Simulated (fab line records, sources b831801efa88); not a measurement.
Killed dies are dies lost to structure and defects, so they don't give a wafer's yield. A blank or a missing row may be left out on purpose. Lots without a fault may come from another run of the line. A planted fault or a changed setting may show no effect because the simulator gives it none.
Which tool did it? | flow sfq_line | 15 lots, 45 wafers sampled, at 4 steps of a route of 325

WHAT THE GAUGES READ, wafer by wafer
SFQ_I6_BOW_MEAS_941.
lot  | measured     | on            | I6_BOW (um)
L239 | day 72 08:50 | film_metro-01 | 28 18 20
L240 | day 72 12:26 | film_metro-04 | 10 6 5
L241 | day 72 14:24 | film_metro-03 | 14 2 29
L243 | day 72 21:17 | film_metro-04 | -12 4 -4
L244 | day 72 22:28 | film_metro-01 | 0 2 -4
L245 | day 73 03:51 | film_metro-01 | 9 9 11
L246 | day 73 08:41 | film_metro-04 | 7 8 -3
L247 | day 73 20:15 | film_metro-01 | -7 -2 -6
L250 | day 80 15:51 | film_metro-01 | -3 -6 -6
L251 | day 80 21:11 | film_metro-04 | -20 -28 -8
L253 | day 81 08:04 | film_metro-04 | 12 7 13
L254 | day 81 12:52 | film_metro-03 | 6 -11 9
L260 | day 82 00:50 | film_metro-03 | -3 8 0
L261 | day 82 05:38 | film_metro-03 | -7 -5 -11
L262 | day 82 09:14 | film_metro-01 | 35 21 25

WHICH TOOL RAN EACH LOT (tool, then ch and the chambers of the sampled wafers, then the start)
lot  | SFQ_TRILAYER_M4_DEP_SPUTTER_091 | SFQ_TRILAYER_A5B_CMP_CMP_130  | SFQ_TRILAYER_I6_DEP_PECVD_165
L239 | pvd_sputter-06, day 32 10:38    | cmp-01 ch 0,1, day 54 15:48   | pecvd-02 ch 0,1, day 72 05:44
L240 | pvd_sputter-04, day 32 16:02    | cmp-02 ch 2,3, day 54 17:35   | pecvd-01 ch 1,2, day 72 09:19
L241 | pvd_sputter-04, day 33 17:13    | cmp-01 ch 0,2,3, day 54 18:18 | pecvd-02 ch 0,1, day 72 11:19
L243 | pvd_sputter-04, day 34 07:46    | cmp-01 ch 0,3, day 54 21:48   | pecvd-04 ch 1,2, day 72 18:10
L244 | pvd_sputter-04, day 34 16:53    | cmp-02 ch 1,2,3, day 55 00:05 | pecvd-02 ch 0,1,2, day 72 19:22
L245 | pvd_sputter-04, day 36 04:53    | cmp-01 ch 0,1,3, day 55 18:40 | pecvd-01 ch 0,2, day 73 00:46
L246 | pvd_sputter-03, day 36 13:17    | cmp-02 ch 0,1,2, day 55 20:46 | pecvd-04 ch 0,2, day 73 05:35
L247 | pvd_sputter-04, day 37 16:10    | cmp-01 ch 0,1,3, day 56 19:41 | pecvd-04 ch 0,2, day 73 17:09
L250 | pvd_sputter-04, day 39 23:22    | cmp-02 ch 2,3, day 59 02:56   | pecvd-02 ch 0,1,2, day 80 11:11
L251 | pvd_sputter-04, day 40 19:53    | cmp-02 ch 0,3, day 59 05:56   | pecvd-04 ch 1,2, day 80 17:30
L253 | pvd_sputter-04, day 41 05:37    | cmp-02 ch 0,1,2, day 59 22:38 | pecvd-04 ch 0,2, day 81 04:58
L254 | pvd_sputter-06, day 41 10:25    | cmp-01 ch 1,3, day 60 02:29   | pecvd-01 ch 0,1,2, day 81 09:46
L260 | pvd_sputter-06, day 43 00:24    | cmp-01 ch 1,2,3, day 61 15:34 | pecvd-01 ch 0,2, day 81 21:46
L261 | pvd_sputter-03, day 43 05:24    | cmp-02 ch 0,1, day 61 22:53   | pecvd-02 ch 0,1, day 82 02:34
L262 | pvd_sputter-04, day 43 22:00    | cmp-02 ch 0,1,2, day 62 05:23 | pecvd-04 ch 1,2, day 82 06:10
- SFQ_TRILAYER_M4_DEP_SPUTTER_091: material Nb, target thk 200 nm, time 133.3 s.
- SFQ_TRILAYER_A5B_CMP_CMP_130: polishes, stops on Nb, target thk 340.7 nm.
- SFQ_TRILAYER_I6_DEP_PECVD_165: deposits SiO2 from SiH4/N2O, time 111.11 s, target thk 500 nm.

WHAT THE TOOLS THEMSELVES READ (means of the sampled wafers that have a number; where no wafer has one, the mark that the record gives instead)
SFQ_TRILAYER_M4_DEP_SPUTTER_091.
lot  | tool           | chamber_pressure_pa (Pa) | substrate_temp_c (C) | throttle_valve_pct (%)
L239 | pvd_sputter-06 | 0.13352                  | 20.06                | 28.9
L240 | pvd_sputter-04 | 0.13327                  | 19.96                | 29.4
L241 | pvd_sputter-04 | 0.13348                  | 19.93                | 29.2
L243 | pvd_sputter-04 | 0.13352                  | 19.88                | 30.0
L244 | pvd_sputter-04 | 0.13312                  | 19.92                | 29.2
L245 | pvd_sputter-04 | 0.13338                  | 20.02                | 30.0
L246 | pvd_sputter-03 | 0.13339                  | 19.99                | 29.5
L247 | pvd_sputter-04 | 0.13326                  | 20.07                | 30.6
L250 | pvd_sputter-04 | 0.10845                  | 20.10                | 32.5
L251 | pvd_sputter-04 | 0.10843                  | 19.97                | 32.4
L253 | pvd_sputter-04 | 0.10837                  | 20.12                | 32.3
L254 | pvd_sputter-06 | 0.13330                  | 19.88                | 29.3
L260 | pvd_sputter-06 | 0.13348                  | 20.09                | 29.2
L261 | pvd_sputter-03 | 0.13333                  | 20.00                | 29.8
L262 | pvd_sputter-04 | 0.13347                  | 20.15                | 29.6

SFQ_TRILAYER_A5B_CMP_CMP_130.
lot  | tool   | motor_current_A (A) | retaining_ring_pressure_frac | slurry_filter_dp_kPa (kPa)
L239 | cmp-01 | 10.9                | 1.001                        | 13.35
L240 | cmp-02 | 9.5                 | 0.998                        | 13.60
L241 | cmp-01 | 9.6                 | 0.996                        | 13.46
L243 | cmp-01 | 9.5                 | 1.002                        | 13.56
L244 | cmp-02 | 10.2                | 1.005                        | 13.62
L245 | cmp-01 | 10.3                | 1.004                        | 13.29
L246 | cmp-02 | 10.2                | 0.998                        | 13.48
L247 | cmp-01 | 10.4                | 1.002                        | 13.52
L250 | cmp-02 | 9.7                 | 1.001                        | 13.52
L251 | cmp-02 | 10.5                | 1.004                        | 13.48
L253 | cmp-02 | 10.2                | 1.006                        | 13.52
L254 | cmp-01 | 11.5                | 1.006                        | 13.58
L260 | cmp-01 | 11.0                | 1.002                        | 13.47
L261 | cmp-02 | 10.4                | 0.999                        | 13.44
L262 | cmp-02 | 10.1                | 0.997                        | 13.55

SFQ_TRILAYER_I6_DEP_PECVD_165.
lot  | tool     | heater_power_w (W) | rf_fwd_power_W (W) | susceptor_temp_C (C) | throttle_valve_pct (%)
L239 | pecvd-02 | 82                 | 182.0              | 149.93               | 22.7
L240 | pecvd-01 | 64                 | 182.7              | 150.00               | 24.1
L241 | pecvd-02 | 82                 | 182.5              | 149.90               | 22.7
L243 | pecvd-04 | 69                 | 182.3              | 150.01               | 23.4
L244 | pecvd-02 | 73                 | 182.0              | 149.96               | 23.1
L245 | pecvd-01 | 61                 | 183.1              | 150.01               | 24.5
L246 | pecvd-04 | 79                 | 181.3              | 149.92               | 23.9
L247 | pecvd-04 | 95                 | 182.2              | 150.06               | 24.5
L250 | pecvd-02 | 76                 | 182.1              | 150.05               | 23.4
L251 | pecvd-04 | 72                 | 181.2              | 149.98               | 23.6
L253 | pecvd-04 | 76                 | 181.9              | 150.00               | 24.3
L254 | pecvd-01 | 67                 | 182.4              | 150.02               | 24.6
L260 | pecvd-01 | 68                 | 181.9              | 149.92               | 24.6
L261 | pecvd-02 | 76                 | 181.8              | 150.03               | 23.2
L262 | pecvd-04 | 73                 | 182.1              | 150.00               | 23.7

THE ANSWER, worked out from the rows above alone
Rule: what is usual is taken from the lots themselves. Put in order of their means at a reading, lots are off if they are a third of the lots or fewer, leave a main group of 4 or more, and stand apart from it by a gap of 3 or more times the standard deviation of the main group's means; of several such gaps the widest counts. A main group whose means are all the same, to the digits that the tables above print for the reading, isn't used. A lot without any number at a reading at which 4 lots or more have one is off too. The other lots that the step has rows for count as sound. The gauges are gone through in route order, then the tools' own readings, and for those a lot's mean is taken as printed above. The first step at which some lot is off is used, and at that step the reading that is off furthest; a lot without a number counts as furthest.
Off: L250, L251, L253, at SFQ_TRILAYER_M4_DEP_SPUTTER_091 (chamber_pressure_pa). The main group: mean 0.13338 Pa, standard deviation 0.00012.
A tool fits if, at that step or a process step before it, it ran every lot that is off, and no sound lot after the first of them. None of those tried fits.

WHAT THE SIMULATOR HAD PUT IN
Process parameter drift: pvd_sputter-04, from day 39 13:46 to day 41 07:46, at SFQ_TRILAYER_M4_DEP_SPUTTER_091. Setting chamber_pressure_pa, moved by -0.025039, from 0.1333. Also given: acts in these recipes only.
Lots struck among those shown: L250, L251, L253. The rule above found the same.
